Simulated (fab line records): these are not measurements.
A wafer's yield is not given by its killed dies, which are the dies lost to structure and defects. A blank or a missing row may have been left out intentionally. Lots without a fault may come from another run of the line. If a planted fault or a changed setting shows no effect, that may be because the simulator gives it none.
Matching of chambers :: flow sky130 :: SKY_VIA2_ETCH_15 on rie_diel-01 has 4 sister chambers
The step etches SiO2 in C4F8/O2/Ar, stops on TiN, target depth 546 nm, time 84 s. 16 wafers are shown with their chamber, then 8 later ones without.

EACH WAFER AND ITS CHAMBER
wafer: L508.3
chamber: 3
bias_w (W): 1198
oes_product_au (a.u.): 0.942

wafer: L508.4
chamber: 0
bias_w (W): 1201
oes_product_au (a.u.): 0.952

wafer: L508.6
chamber: 2
bias_w (W): 1200
oes_product_au (a.u.): 0.935

wafer: L510.1
chamber: 3
bias_w (W): 1197
oes_product_au (a.u.): 0.932

wafer: L510.2
chamber: 2
bias_w (W): 1201
oes_product_au (a.u.): 0.938

wafer: L510.5
chamber: 2
bias_w (W): 1200
oes_product_au (a.u.): 0.945

wafer: L512.1
chamber: 1
bias_w (W): 1198
oes_product_au (a.u.): 0.933

wafer: L512.2
chamber: 2
bias_w (W): 1197
oes_product_au (a.u.): 0.939

wafer: L512.6
chamber: 0
bias_w (W): 1198
oes_product_au (a.u.): 0.936

wafer: L518.1
chamber: 2
bias_w (W): 1201
oes_product_au (a.u.): 0.940

wafer: L518.4
chamber: 0
bias_w (W): 1201
oes_product_au (a.u.): 0.940

wafer: L518.5
chamber: 1
bias_w (W): 1204
oes_product_au (a.u.): 0.939

wafer: L519.3
chamber: 2
bias_w (W): 1205
oes_product_au (a.u.): 0.940

wafer: L519.5
chamber: 0
bias_w (W): 1202
oes_product_au (a.u.): 0.945

wafer: L519.6
chamber: 1
bias_w (W): 1200
oes_product_au (a.u.): 0.950

wafer: L520.2
chamber: 1
bias_w (W): 1191
oes_product_au (a.u.): 0.946

SIGNATURES (averages over the wafers above)
reading: bias_w
chamber 0: 1200.50
chamber 1: 1198.25
chamber 2: 1200.67
chamber 3: 1197.50
scatter within a chamber: 3.31

reading: oes_product_au
chamber 0: 0.94325
chamber 1: 0.94200
chamber 2: 0.93950
chamber 3: 0.93700
scatter within a chamber: 0.00589
Rule: for each reading, subtract the chamber's mean from the wafer's reading, divide by that reading's scatter and square the result; add these up over the readings and take the root, which gives the wafer's distance from the chamber. The wafer belongs to the nearest chamber; if the next one is less than 2 further off, it can't be placed. The scatter is the square root of a quotient: the sum, over the shown wafers, of each reading's squared deviation from its chamber's mean, divided by wafers minus chambers.

WAFERS WITHOUT THEIR CHAMBER
wafer: L520.4
bias_w (W): 1200
oes_product_au (a.u.): 0.945

wafer: L520.5
bias_w (W): 1205
oes_product_au (a.u.): 0.943

wafer: L527.2
bias_w (W): 1201
oes_product_au (a.u.): 0.941

wafer: L527.5
bias_w (W): 1200
oes_product_au (a.u.): 0.940

wafer: L527.6
bias_w (W): 1206
oes_product_au (a.u.): 0.934

wafer: L528.1
bias_w (W): 1191
oes_product_au (a.u.): 0.941

wafer: L528.3
bias_w (W): 1196
oes_product_au (a.u.): 0.937

wafer: L528.5
bias_w (W): 1204
oes_product_au (a.u.): 0.946

THE CHAMBER EACH PASSED THROUGH
wafer: L520.4
from the rows above: can't be placed: 0 or 1 or 2 or 3
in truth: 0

wafer: L520.5
from the rows above: can't be placed: 0 or 2 or 1 or 3
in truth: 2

wafer: L527.2
from the rows above: can't be placed: 2 or 0 or 1 or 3
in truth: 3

wafer: L527.5
from the rows above: can't be placed: 2 or 0 or 1 or 3
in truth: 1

wafer: L527.6
from the rows above: can't be placed: 2 or 0 or 3 or 1
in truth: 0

wafer: L528.1
from the rows above: can't be placed: 3 or 1 or 0 or 2
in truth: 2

wafer: L528.3
from the rows above: can't be placed: 3 or 1 or 2 or 0
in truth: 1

wafer: L528.5
from the rows above: can't be placed: 0 or 2 or 1 or 3
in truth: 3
0 of 8 placed correctly. Not placeable from these rows: 8 (in 8, the candidates include the true chamber). Number placed wrongly: 0.
